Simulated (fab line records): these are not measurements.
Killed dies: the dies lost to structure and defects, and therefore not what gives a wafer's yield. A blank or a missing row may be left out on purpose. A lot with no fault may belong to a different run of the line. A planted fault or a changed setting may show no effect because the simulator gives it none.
8D (eight disciplines) problem report, filled in by code :: flow sky130 :: the parts of the form that need people (team, actions taken, sign-off) are left out

1. PROBLEM STATEMENT
Wafers without a fault read 74.2 s, standard deviation 0.45; run_length_s at SKY_VIA3_ETCH_14 reads a mean of 78.5 s on 5 wafers belonging to 2 lots. Measured from the usual mean, that is +9.6 standard deviations.
The step: etches BARC in N2/H2, stops on SiO2, time 45.9 s, target depth 60 nm.
Seen first at day 44 19:45 on rie_diel-02, wafer L144.1. The record has a number at this step for 18 wafers belonging to 6 lots. Rule for "out", or "out of limits": more than 4 standard deviations from the usual mean. The other wafers with a number count as sound.

2. WHAT IT IS AND WHAT IT IS NOT
question: which readings at this step
is: run_length_s, oes_product_au
is not: bias_w, drypump_motor_current_A

question: which lots
is: L144, L145
is not: L131, L136, L147, L149

question: which wafers of those lots
is: L144.1, L144.3, L144.4, L145.3, L145.4
is not: L145.6

question: read on which tools
is: rie_diel-02
is not: rie_diel-01, rie_diel-04

question: when
is: from day 44 19:45
is not: up to then (6 sound wafers); but 7 sound wafers of L145, L147, L149 came after

3. WHAT RULES OUT EACH SUSPECT
Counting: if a tool at a process step up to the reading ran every lot that is out, it stays a suspect. Sound lots after the first of them don't rule it out here, since some wafers of a struck lot are sound.
- cmp-01 at SKY_VIA3_CMP_02 (polishes SiO2): kept. It processed each lot that is out (first: L144, day 43 22:04); up to then, its last sound lot is L131 (day 40 14:08).
- rie_diel-02 at SKY_VIA3_ETCH_14 (etches BARC in N2/H2, stops on SiO2, time 45.9 s, target depth 60 nm): kept. It processed each lot that is out (first: L144, day 44 19:45); up to then, its last sound lot is L136 (day 43 21:57). On those wafers its own readings are out: oes_product_au, run_length_s.
The count leaves rie_diel-02 at SKY_VIA3_ETCH_14 and cmp-01 at SKY_VIA3_CMP_02.

4. THE CAUSE (what the simulator had put in)
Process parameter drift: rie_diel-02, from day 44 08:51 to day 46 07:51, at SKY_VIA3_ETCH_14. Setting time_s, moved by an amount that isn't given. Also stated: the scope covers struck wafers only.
After counting, 2 suspects remain, this tool included.

5. THE CHAIN OF EFFECTS, in route order
One row per reading whose mean, taken over the struck wafers that have a number, lies over 3 standard deviations from the usual. Only readings whose record carries a usual standard deviation are examined. hours: median over the lots of the time between each lot's start at the first step of this table that gives one and its start at this step. sigmas: the change, counted in usual standard deviations.
hours: 0
step: SKY_VIA3_ETCH_14
reading: oes_product_au
usual: 0.855 a.u.
on struck wafers: 0.819
change: -0.036
sigmas: -7.3

hours: 0
step: SKY_VIA3_ETCH_14
reading: run_length_s
usual: 74.2 s
on struck wafers: 78.5
change: +4.3
sigmas: +9.6
Its process steps:
- SKY_VIA3_ETCH_14: etches BARC in N2/H2, stops on SiO2, time 45.9 s, target depth 60 nm.

6. WHAT WOULD HAVE CAUGHT IT SOONER
First out-of-limits reading in this record: day 44 19:45, which is 11 hours after fault onset at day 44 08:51.
